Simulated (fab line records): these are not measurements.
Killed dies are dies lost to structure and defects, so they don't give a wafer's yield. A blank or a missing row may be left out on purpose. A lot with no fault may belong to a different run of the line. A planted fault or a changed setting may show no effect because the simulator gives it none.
2 desks, one fault -- flow sky130 -- only its own numbers are on each desk; what lay behind them is given at the end

== AT THE TOOL OWNER'S DESK: implanter-01 ==
SKY_LDD_N_IMPLANT_12, tool's own readings: per-lot mean of the sampled wafers with a number, covering each lot this tool ran. Marked OUT: a lot whose mean sits more than 4 standard deviations from the usual mean, which makes it out of limits; the brackets give that distance.
Columns: A = tilt-deg at SKY_LDD_N_IMPLANT_12, usual 30.002 degrees
lot,first seen here,A
L269,day 20 21:10,0.014 (-99 or more) OUT
L273,day 22 14:22,0.008 (-99 or more) OUT
L283,day 25 18:38,29.994
This desk's finding: out of limits on L269, L273; first on L269, day 20 21:10 (tilt-deg at SKY_LDD_N_IMPLANT_12). Within limits: L283.

== FROM THE METROLOGY DESK ==
What the gauges read, lot by lot, whatever tool the lot ran on: means of the sampled wafers that have a number. Marked OUT: a lot whose mean sits more than 4 standard deviations from the usual mean, which makes it out of limits; the brackets give that distance.
Columns: A = LDD_N_OVL at SKY_LDD_N_OVL_MEAS_07, usual 0.2 nm
lot,first seen here,A
L265,day 19 09:24,1.0
L269,day 20 20:30,2.2
L273,day 22 13:42,1.0
L280,day 24 21:04,-0.3
L282,day 25 09:04,-0.6
L283,day 25 18:00,0.0
This desk's verdict: no lot among the 6 shows anything out of limits.

== PUT TOGETHER ==
The tool owner's desk could have raised an alarm at day 20 21:10, on L269, L273.
At the metrology desk, nothing out of limits was observed.
The metrology desk holds a record of L269, L273, inside its limits.
The lots listed all ran SKY_LDD_N_IMPLANT_12 on implanter-01.

== WHAT THE SIMULATOR HAD PUT IN ==
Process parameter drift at SKY_LDD_N_IMPLANT_12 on implanter-01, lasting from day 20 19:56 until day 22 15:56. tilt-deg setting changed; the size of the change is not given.
Shown lots that were struck: L269, L273.
Delay in hours, fault start to first out-of-limits reading, by desk: the tool owner's desk at 1.
